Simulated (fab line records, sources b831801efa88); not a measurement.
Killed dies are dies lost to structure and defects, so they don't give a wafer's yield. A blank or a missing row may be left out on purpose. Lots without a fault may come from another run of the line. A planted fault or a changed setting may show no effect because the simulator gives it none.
Split-lot experiment | flow gf180mcu | 5 lots, 23 wafers read, on a route of 602 steps

THE SPLIT
At GF_MIM_SPUTTER_03 (material Ti, target thk 10 nm, time 6.7 s), the setting time_s was moved away from the recipe's 6.7 s on 9 of the 23 wafers read, by -13.5% to +15.0%. The other wafers ran this setting at the recipe's value.

The reading is taken at the split's own step.

THE READING
Ti_of_MIM_SPUTTER_03.thk_nm (the simulator's own value, which no gauge read), in nm, at GF_MIM_SPUTTER_03 (material Ti, target thk 10 nm, time 6.7 s). The file gives no usual value for it. The 14 wafers here that ran the recipe average 10.113 nm, standard deviation 0.17 nm.

wafer  | tool, chamber at the split | time_s as run, s | against the recipe | Ti_of_MIM_SPUTTER_03.thk_nm, nm | against lot-mates on the recipe
L074.1 | pvd_sputter-01, -          | 6.7              | recipe             | 9.915                           | -
L074.2 | pvd_sputter-01, -          | 6.7              | recipe             | 10.04                           | -
L074.3 | pvd_sputter-01, -          | 6.7              | recipe             | 10.01                           | -
L078.1 | pvd_sputter-01, -          | 7.22             | +7.8%              | 10.71                           | +0.679
L078.2 | pvd_sputter-01, -          | 6.7              | recipe             | 10.11                           | -
L078.3 | pvd_sputter-01, -          | 6.7              | recipe             | 10.02                           | -
L078.4 | pvd_sputter-01, -          | 7.22             | +7.8%              | 10.8                            | +0.769
L078.6 | pvd_sputter-01, -          | 6.7              | recipe             | 9.964                           | -
L081.1 | pvd_sputter-01, -          | 7.705            | +15.0%             | 11.89                           | +1.530
L081.3 | pvd_sputter-01, -          | 6.7              | recipe             | 10.39                           | -
L081.4 | pvd_sputter-01, -          | 7.705            | +15.0%             | 11.87                           | +1.510
L081.5 | pvd_sputter-01, -          | 7.705            | +15.0%             | 11.8                            | +1.440
L081.6 | pvd_sputter-01, -          | 6.7              | recipe             | 10.33                           | -
L082.1 | pvd_sputter-02, -          | 5.793            | -13.5%             | 9.036                           | -1.267
L082.3 | pvd_sputter-02, -          | 6.7              | recipe             | 10.35                           | -
L082.4 | pvd_sputter-02, -          | 6.7              | recipe             | 10.26                           | -
L082.5 | pvd_sputter-02, -          | 5.793            | -13.5%             | 8.882                           | -1.421
L082.6 | pvd_sputter-02, -          | 6.7              | recipe             | 10.3                            | -
L085.1 | pvd_sputter-02, -          | 6.7              | recipe             | 9.881                           | -
L085.2 | pvd_sputter-02, -          | 5.995            | -10.5%             | 8.799                           | -1.166
L085.3 | pvd_sputter-02, -          | 6.7              | recipe             | 10.08                           | -
L085.4 | pvd_sputter-02, -          | 5.995            | -10.5%             | 9.015                           | -0.950
L085.6 | pvd_sputter-02, -          | 6.7              | recipe             | 9.935                           | -

THE FIT
A straight line over all 23 wafers: Ti_of_MIM_SPUTTER_03.thk_nm changes by +0.105 nm for each +1% of time_s; r = +0.98; the points scatter about the line by 0.19 nm.
The same after taking each lot's own level away (the mean of its wafers on the recipe; 23 wafers): +0.0991 nm for each +1%; r = +1.00; scatter 0.067 nm.
On that fit, the largest move of time_s shifts the reading by 1.5 nm.
The lots' own levels span 9.9653 to 10.3600 nm, that is 2.3 times the standard deviation above.
So the lot-to-lot level changes the slope little: the two slopes agree.
Check: with one of the wafers moved furthest among these (+15.0%) left out of the fit, the line predicts +1.47 nm for it against its lot-mates. It came out at +1.53 nm against them.

OTHER SPLITS ON THESE WAFERS
These wafers also went through other splits before the reading. Each is held against what the fit with the lots' levels taken away leaves over:
other split on the same wafers  | wafers away from the commonest value | r with Ti_of_MIM_SPUTTER_03.thk_nm (lot level and that fit taken away)
GF_V4_CMP_04 leave_above_ref_nm | 7                                    | -0.27
GF_V4_COAT_09 resist_thk_nm     | 7                                    | -0.24
GF_V4_ETCH_17 bias_w            | 5                                    | +0.31

THE FILE'S OWN FIT
Ti_of_MIM_SPUTTER_03.thk_nm changes by +0.0989 nm for each +1% of time_s, r = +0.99.
